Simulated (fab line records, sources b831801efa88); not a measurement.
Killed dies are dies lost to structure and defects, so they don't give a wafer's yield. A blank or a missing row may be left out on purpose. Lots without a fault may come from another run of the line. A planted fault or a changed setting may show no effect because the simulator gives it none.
One fault seen from 2 desks | flow sky130 | each desk has only its own numbers; what lay behind them comes last

THE TOOL OWNER'S DESK: plasma_asher-02
The tool's own readings at SKY_NWELL_STRIP_14 (strips in O2/N2): means of the sampled wafers that have a number, for each lot that ran on this tool. A lot is out of limits, marked OUT, if its mean lies more than 4 standard deviations from the usual mean; the brackets give that distance.
Columns: A = drypump_motor_current_A at SKY_NWELL_STRIP_14, usual 5.7 A; B = oes_product_au at SKY_NWELL_STRIP_14, usual 0.722 a.u.; C = strip_time_to_endpoint_s at SKY_NWELL_STRIP_14, usual 36.91 s
lot  | first seen here | A   | B               | C
L836 | day 5 00:44     | 5.9 | 0.726           | 37.01
L840 | day 6 02:54     | 5.8 | 0.717           | 36.85
L842 | day 6 11:21     | 5.8 | 0.722           | 36.91
L844 | day 6 22:00     | 5.9 | 0.923 (+49) OUT | -
L854 | day 9 23:20     | 5.8 | 0.719           | 36.88
L856 | day 10 01:33    | 5.9 | 0.719           | 36.92
This desk's finding: out of limits on L844; first on L844, day 6 22:00 (oes_product_au at SKY_NWELL_STRIP_14). In limits: L836, L840, L842, L854, L856.

THE METROLOGY DESK
What the gauges read, lot by lot, whatever tool the lot ran on: means of the sampled wafers that have a number. A lot is out of limits, marked OUT, if its mean lies more than 4 standard deviations from the usual mean; the brackets give that distance.
Columns: A = PWDE_OVL at SKY_PWDE_OVL_MEAS_07, usual 0.1 nm; B = NWELL_2_TW at SKY_NWELL_TW_MEAS_26, usual 495; C = SONOS_ONO_OVL at SKY_SONOS_ONO_OVL_MEAS_14, usual 0.3 nm
lot  | first seen here | A    | B            | C
L835 | day 4 03:02     | -0.4 | 499          | -0.2
L836 | day 4 07:29     | 0.1  | 484          | -0.8
L837 | day 4 12:46     | -1.1 | 497          | 0.9
L838 | day 4 21:57     | 1.1  | 498          | 0.4
L839 | day 5 03:41     | 0.8  | 487          | -1.5
L840 | day 5 07:44     | -1.3 | 501          | -1.4
L842 | day 5 15:34     | -1.1 | 500          | 1.7
L844 | day 6 03:36     | -0.8 | 30 (-69) OUT | -
L855 | day 9 01:00     | -0.2 | 501          | 1.1
L854 | day 9 01:01     | 2.4  | 499          | 0.6
L856 | day 9 03:23     | -1.0 | 486          | 1.0
This desk's finding: out of limits on L844; first on L844, day 7 14:22 (NWELL_2_TW at SKY_NWELL_TW_MEAS_26). In limits: L835, L836, L837, L838, L839, L840, L842, L855, L854, L856.

PUT TOGETHER
The tool owner's desk could have raised an alarm at day 6 22:00, on L844.
The metrology desk could have raised an alarm at day 7 14:22, on L844.
Of the lots named, all ran SKY_NWELL_STRIP_14 on plasma_asher-02.

WHAT THE SIMULATOR HAD PUT IN
Strip aborted: plasma_asher-02, from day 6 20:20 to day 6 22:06, at SKY_NWELL_STRIP_14. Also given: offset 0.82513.
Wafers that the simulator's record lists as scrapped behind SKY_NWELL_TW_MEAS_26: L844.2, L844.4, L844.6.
Lots struck among those shown: L844.
Hours from the fault's start to each desk's first reading out of limits: the tool owner's desk, 2; the metrology desk, 18.
